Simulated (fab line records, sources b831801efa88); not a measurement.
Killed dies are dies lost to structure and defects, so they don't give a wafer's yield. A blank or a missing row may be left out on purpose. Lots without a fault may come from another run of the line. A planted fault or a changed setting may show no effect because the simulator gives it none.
A struck lot beside a sound one | flow sky130 | 21 steps out of a route of 708
Sound: wafers L837.2, L837.4, L837.5. Struck: wafers L845.1, L845.4, L845.5. The cause comes at the end.
At each step with rows: each side's tool, then ch and its chambers, then its first start. Under that, the readings that differ: sound wafers | struck wafers | difference of the means | sigmas: that difference in standard deviations of wafers without a fault.
alike: readings whose means differ by less than 2 such deviations, and words and numbers that are the same on both sides. not compared: withheld readings, readings that some wafer has no value for, bounds like >300 that may hide the same value, and numbers for which the record gives no deviation and whose values overlap.
The two part at a step that has a row with sigmas, a row that says differs or no value, or rows on one side only. Numbers that don't overlap but have no deviation are shown without sigmas and don't part them. A reading that every wafer of one side lacks parts them only if that side has two wafers or more.

first, 4 steps without rows for these wafers: SKY_METAL3_STRIP_20 (strips in post etch residue remover, time 1200 s); SKY_METAL3_CLEAN_21 (cleans in IPA, time 180 s); SKY_METAL3_CLEAN_22 (cleans in O3/DIW); SKY_VIA3_HDPCVD_00 (deposits SiO2, target thk 1635 nm, time 272.5 s).
SKY_VIA3_THK_MEAS_01:
  sound on film_metro-03, day 39 05:13; struck on film_metro-03, day 42 06:11
  reading              | sound          | struck         | difference | sigmas
  VIA3_HDPCVD_THK (nm) | 1669 1652 1636 | 1603 1579 1629 | -49        | -2
SKY_VIA3_CMP_02: polishes SiO2.
  sound on cmp-02 ch 0,2,3, day 39 05:16; struck on cmp-01 ch 0,1,3, day 42 06:18
  alike: motor_current_A
SKY_VIA3_BOW_MEAS_03:
  sound on film_metro-03, day 39 05:35; struck on film_metro-04, day 42 06:33
  alike: VIA3_BOW
then, 5 steps without rows for these wafers: SKY_VIA3_DEHYDRATE_04 (time 60 s); SKY_VIA3_HMDS_05 (prime time 60 s); SKY_VIA3_COAT_06 (resist thk 60 nm); SKY_VIA3_COAT_07 (resist thk 450 nm); SKY_VIA3_SOFTBAKE_08 (time 90 s).
SKY_VIA3_EXPOSE_09: exposes mask VIM3, target cd 200 nm.
  sound on krf_scanner-01 ch 0, day 39 20:07; struck on krf_scanner-01 ch 0, day 42 19:23
  reading              | sound             | struck            | difference | sigmas
  exposure_dose_mJ_cm2 | 37.97 38.05 38.05 | 38.35 38.36 38.37 | +0.34      | +9
  alike: mask, stage_vel_mm_s
then, 2 steps without rows for these wafers: SKY_VIA3_PEB_10; SKY_VIA3_DEVELOP_11 (develop time 60 s).
SKY_VIA3_CD_MEAS_12: target cd 200 nm.
  sound on cd_sem-01, day 40 07:54; struck on cd_sem-02, day 43 06:14
  reading    | sound             | struck            | difference | sigmas
  cd_nm (nm) | 203.2 202.4 200.8 | 188.8 194.4 190.7 | -10.8      | -8
SKY_VIA3_OVL_MEAS_13:
  sound on overlay-01, day 40 08:00; struck on overlay-02, day 43 06:21
  alike: VIA3_OVL
SKY_VIA3_ETCH_14: etches BARC in N2/H2, stops on SiO2, time 45.9 s, target depth 60 nm.
  sound on rie_diel-04 ch 1,2, day 40 08:02; struck on rie_diel-02 ch 0,3, day 43 06:23
  reading               | sound             | struck            | difference | sigmas
  model.VIA3.cd_nm (nm) | 202.5 202.6 200.9 | 187.6 195.3 189.9 | -11.1      |
  alike: drypump_motor_current_A, oes_product_au, throttle_valve_pct
  not compared: rf_hours_counter_h
SKY_VIA3_ETCH_15: etches SiO2 in C4F8/O2/Ar, stops on TiN, target depth 507 nm, time 78 s.
  sound on rie_diel-04 ch 1,2, day 40 08:04; struck on rie_diel-02 ch 0,3, day 43 06:25
  reading               | sound             | struck            | difference | sigmas
  model.VIA3.cd_nm (nm) | 203.5 201.9 200.6 | 187.4 196.7 192.7 | -9.7       |
  alike: oes_product_au
  not compared: rf_hours_counter_h
SKY_VIA3_STRIP_16: strips in O2/N2.
  sound on plasma_asher-01 ch 0,1, day 40 08:08; struck on plasma_asher-01 ch 0,1, day 43 06:29
  alike: drypump_motor_current_A, oes_product_au, strip_time_to_endpoint_s
  not compared: rf_hours_counter_h
-- the record jumps here: 6 days lie between the struck wafers' starts before and after (it left off in module VIA3 and takes up again in module PAD_OPEN, whose first step shown is number 708 of the route) --
SKY_PAD_OPEN_PROBE_99:
  sound on prober-02, day 46 08:06; struck on prober-02, day 48 22:20
  not compared: model.etest.via3_chain.rc_ohm

WHERE THEY PART
First at SKY_VIA3_THK_MEAS_01; last, within this record, at SKY_VIA3_CD_MEAS_12. Later steps at which nothing parts them and some readings are alike: SKY_VIA3_OVL_MEAS_13, SKY_VIA3_ETCH_14, SKY_VIA3_ETCH_15, SKY_VIA3_STRIP_16.

WHY: what the simulator had put in
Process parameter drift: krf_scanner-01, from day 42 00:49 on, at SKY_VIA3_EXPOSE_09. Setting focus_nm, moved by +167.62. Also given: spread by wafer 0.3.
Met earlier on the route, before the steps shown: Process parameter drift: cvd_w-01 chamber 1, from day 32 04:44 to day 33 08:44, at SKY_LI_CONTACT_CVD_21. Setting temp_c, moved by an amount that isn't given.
